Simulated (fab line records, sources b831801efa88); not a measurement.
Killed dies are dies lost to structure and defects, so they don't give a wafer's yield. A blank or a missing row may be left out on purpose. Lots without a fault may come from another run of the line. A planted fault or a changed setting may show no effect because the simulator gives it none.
A struck lot beside a sound one | flow sky130 | 16 steps out of a route of 708
Sound: wafers L337.1, L337.3, L337.4. Struck: wafers L340.1, L340.2, L340.4. The cause comes at the end.
At each step with rows: each side's tool, then ch and its chambers, then its first start. Under that, the readings that differ: sound wafers | struck wafers | difference of the means | sigmas: that difference in standard deviations of wafers without a fault.
alike: readings whose means differ by less than 2 such deviations, and words and numbers that are the same on both sides. not compared: withheld readings, readings that some wafer has no value for, bounds like >300 that may hide the same value, and numbers for which the record gives no deviation and whose values overlap.
The two part at a step that has a row with sigmas, a row that says differs or no value, or rows on one side only. Numbers that don't overlap but have no deviation are shown without sigmas and don't part them. A reading that every wafer of one side lacks parts them only if that side has two wafers or more.

SKY_VIA2_CMP_02: polishes SiO2.
  sound on cmp-02 ch 0,1,2, day 37 05:34; struck on cmp-02 ch 0,1,3, day 38 04:54
  alike: motor_current_A
SKY_VIA2_BOW_MEAS_03:
  sound on film_metro-03, day 37 05:58; struck on film_metro-01, day 38 05:12
  alike: VIA2_BOW
then, 8 steps without rows for these wafers: SKY_VIA2_DEHYDRATE_04 (time 60 s); SKY_VIA2_HMDS_05 (prime time 60 s); SKY_VIA2_COAT_06 (resist thk 60 nm); SKY_VIA2_COAT_07 (resist thk 450 nm); SKY_VIA2_SOFTBAKE_08 (time 90 s); SKY_VIA2_EXPOSE_09 (exposes mask VIM2, target cd 200 nm); SKY_VIA2_PEB_10; SKY_VIA2_DEVELOP_11 (develop time 60 s).
SKY_VIA2_CD_MEAS_12: target cd 200 nm.
  sound on cd_sem-02, day 38 05:03; struck on cd_sem-02, day 39 05:50
  alike: cd_nm
SKY_VIA2_OVL_MEAS_13:
  sound on overlay-01, day 38 05:10; struck on overlay-02, day 39 05:57
  alike: VIA2_OVL
SKY_VIA2_ETCH_14: etches BARC in N2/H2, stops on SiO2, time 45.9 s, target depth 60 nm.
  sound on rie_diel-03 ch 0,1, day 38 05:13; struck on rie_diel-02 ch 0,2,3, day 39 05:59
  no value came back on the struck wafers for any of 6 readings (bias_w (W), chamber_pressure_mTorr (mTorr) and others); on the sound wafers bias_w (W) reads 100.2 100.4 99.4
  reading                                     | sound             | struck            | difference | sigmas
  model.KrF-thick_of_VIA2_COAT_07.thk_nm (nm) | 394.5 395.3 394.5 | 436.7 436.4 437.9 | +42.2      |
  not compared: rf_hours_counter_h
SKY_VIA2_ETCH_15: etches SiO2 in C4F8/O2/Ar, stops on TiN, target depth 546 nm, time 84 s.
  sound on rie_diel-03 ch 0,1, day 38 05:15; struck on rie_diel-02 ch 0,2,3, day 39 06:02
  reading                                     | sound             | struck            | difference | sigmas
  oes_product_au (a.u.)                       | 0.934 0.943 0.940 | 0.370 0.371 0.366 | -0.570     | -99 or more
  model.KrF-thick_of_VIA2_COAT_07.thk_nm (nm) | 285.4 287.5 287.3 | 327.7 322.7 326.9 | +39.0      |
  alike: bias_w, chamber_pressure_mTorr
  not compared: rf_hours_counter_h
SKY_VIA2_STRIP_16: strips in O2/N2.
  sound on plasma_asher-03 ch 0,1, day 38 05:19; struck on plasma_asher-03 ch 0,1, day 39 06:05
  reading                      | sound             | struck            | difference | sigmas
  oes_product_au (a.u.)        | 0.405 0.402 0.395 | 0.409 0.422 0.418 | +0.016     | +3
  strip_time_to_endpoint_s (s) | 4.06 4.10 4.08    | 4.51 4.46 4.51    | +0.41      | +11
  alike: drypump_motor_current_A
  not compared: rf_hours_counter_h
then, 1 step without rows for these wafers: SKY_VIA2_STRIP_17 (strips in post etch residue remover, time 1200 s).

WHERE THEY PART
First at SKY_VIA2_ETCH_14; last, within this record, at SKY_VIA2_STRIP_16.

WHY: what the simulator had put in
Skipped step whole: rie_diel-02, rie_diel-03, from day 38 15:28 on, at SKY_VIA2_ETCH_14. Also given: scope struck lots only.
